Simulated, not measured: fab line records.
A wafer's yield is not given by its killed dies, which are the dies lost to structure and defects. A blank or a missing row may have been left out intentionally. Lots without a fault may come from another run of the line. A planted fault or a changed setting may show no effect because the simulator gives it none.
Chamber matching :: flow gf180mcu :: GF_STI_ETCH_14 on rie si-01: 4 sister chambers
The step etches Si in HBr/Cl2/O2, target depth 360 nm, time 102.9 s. 22 wafers are shown with their chamber, then 11 later ones without.

WAFERS, EACH WITH ITS CHAMBER
wafer: L124.2
chamber: 3
drypump motor current A (A): 5.7
run length s (s): 131.3
oes product au (a.u.): 1.019

wafer: L124.3
chamber: 0
drypump motor current A (A): 5.2
run length s (s): 131.0
oes product au (a.u.): 0.980

wafer: L124.6
chamber: 1
drypump motor current A (A): 6.7
run length s (s): 131.7
oes product au (a.u.): 0.996

wafer: L125.1
chamber: 3
drypump motor current A (A): 5.7
run length s (s): 131.3
oes product au (a.u.): 1.009

wafer: L125.4
chamber: 1
drypump motor current A (A): 6.7
run length s (s): 132.3
oes product au (a.u.): 1.005

wafer: L125.6
chamber: 0
drypump motor current A (A): 5.2
run length s (s): 131.3
oes product au (a.u.): 0.985

wafer: L126.1
chamber: 2
drypump motor current A (A): 5.3
run length s (s): 131.6
oes product au (a.u.): 0.992

wafer: L126.4
chamber: 3
drypump motor current A (A): 5.7
run length s (s): 131.7
oes product au (a.u.): 1.028

wafer: L126.5
chamber: 2
drypump motor current A (A): 5.2
run length s (s): 132.2
oes product au (a.u.): 0.993

wafer: L127.1
chamber: 0
drypump motor current A (A): 5.2
run length s (s): 130.7
oes product au (a.u.): 1.002

wafer: L127.3
chamber: 2
drypump motor current A (A): 5.2
run length s (s): 131.5
oes product au (a.u.): 0.986

wafer: L127.5
chamber: 2
drypump motor current A (A): 5.2
run length s (s): 132.3
oes product au (a.u.): 1.001

wafer: L128.2
chamber: 2
drypump motor current A (A): 5.3
run length s (s): 131.8
oes product au (a.u.): 0.993

wafer: L128.3
chamber: 3
drypump motor current A (A): 5.7
run length s (s): 131.4
oes product au (a.u.): 1.011

wafer: L128.4
chamber: 0
drypump motor current A (A): 5.2
run length s (s): 130.7
oes product au (a.u.): 0.993

wafer: L132.2
chamber: 3
drypump motor current A (A): 5.7
run length s (s): 131.5
oes product au (a.u.): 1.005

wafer: L132.3
chamber: 0
drypump motor current A (A): 5.2
run length s (s): 130.6
oes product au (a.u.): 0.995

wafer: L132.6
chamber: 3
drypump motor current A (A): 5.7
run length s (s): 131.3
oes product au (a.u.): 1.008

wafer: L139.1
chamber: 1
drypump motor current A (A): 6.7
run length s (s): 131.6
oes product au (a.u.): 1.018

wafer: L139.3
chamber: 0
drypump motor current A (A): 5.2
run length s (s): 131.0
oes product au (a.u.): 1.003

wafer: L139.4
chamber: 3
drypump motor current A (A): 5.7
run length s (s): 131.7
oes product au (a.u.): 1.012

wafer: L140.2
chamber: 2
drypump motor current A (A): 5.3
run length s (s): 132.2
oes product au (a.u.): 0.986

SIGNATURES (means of the wafers above)
reading: drypump motor current A
chamber 0: 5.200
chamber 1: 6.700
chamber 2: 5.250
chamber 3: 5.700
scatter within a chamber: 0.0289

reading: run length s
chamber 0: 130.883
chamber 1: 131.867
chamber 2: 131.933
chamber 3: 131.457
scatter within a chamber: 0.281

reading: oes product au
chamber 0: 0.99300
chamber 1: 1.00633
chamber 2: 0.99183
chamber 3: 1.01314
scatter within a chamber: 0.00813
Rule: a wafer's distance from a chamber is the root of the sum, over the readings, of the square of ((its reading less the chamber's mean) divided by the reading's scatter). The wafer belongs to the nearest chamber; if the next one is less than 2 further off, it can't be placed. How the scatter is found: for the shown wafers, subtract from each reading the mean of its chamber, square and add these, divide the total by (wafers less chambers), then take the root.

WAFERS WITHOUT THEIR CHAMBER
wafer: L140.3
drypump motor current A (A): 5.7
run length s (s): 131.7
oes product au (a.u.): 1.005

wafer: L140.4
drypump motor current A (A): 5.2
run length s (s): 130.6
oes product au (a.u.): 0.996

wafer: L142.3
drypump motor current A (A): 5.3
run length s (s): 131.6
oes product au (a.u.): 0.982

wafer: L142.4
drypump motor current A (A): 6.7
run length s (s): 132.3
oes product au (a.u.): 1.013

wafer: L142.6
drypump motor current A (A): 5.7
run length s (s): 131.5
oes product au (a.u.): 1.010

wafer: L144.1
drypump motor current A (A): 5.3
run length s (s): 132.1
oes product au (a.u.): 0.987

wafer: L144.3
drypump motor current A (A): 5.7
run length s (s): 131.7
oes product au (a.u.): 0.991

wafer: L144.6
drypump motor current A (A): 5.3
run length s (s): 131.6
oes product au (a.u.): 0.986

wafer: L147.3
drypump motor current A (A): 6.7
run length s (s): 132.1
oes product au (a.u.): 1.003

wafer: L147.4
drypump motor current A (A): 5.3
run length s (s): 131.6
oes product au (a.u.): 0.999

wafer: L147.5
drypump motor current A (A): 5.3
run length s (s): 131.9
oes product au (a.u.): 0.996

THE CHAMBER EACH PASSED THROUGH
wafer: L140.3
from the rows above: 3
in truth: 3

wafer: L140.4
from the rows above: 0
in truth: 0

wafer: L142.3
from the rows above: 2
in truth: 2

wafer: L142.4
from the rows above: 1
in truth: 1

wafer: L142.6
from the rows above: 3
in truth: 3

wafer: L144.1
from the rows above: 2
in truth: 2

wafer: L144.3
from the rows above: 3
in truth: 3

wafer: L144.6
from the rows above: 2
in truth: 2

wafer: L147.3
from the rows above: 1
in truth: 1

wafer: L147.4
from the rows above: 2
in truth: 2

wafer: L147.5
from the rows above: 2
in truth: 2
11 of 11 placed correctly. Left unplaced by these rows: 0. Placed wrongly: 0.
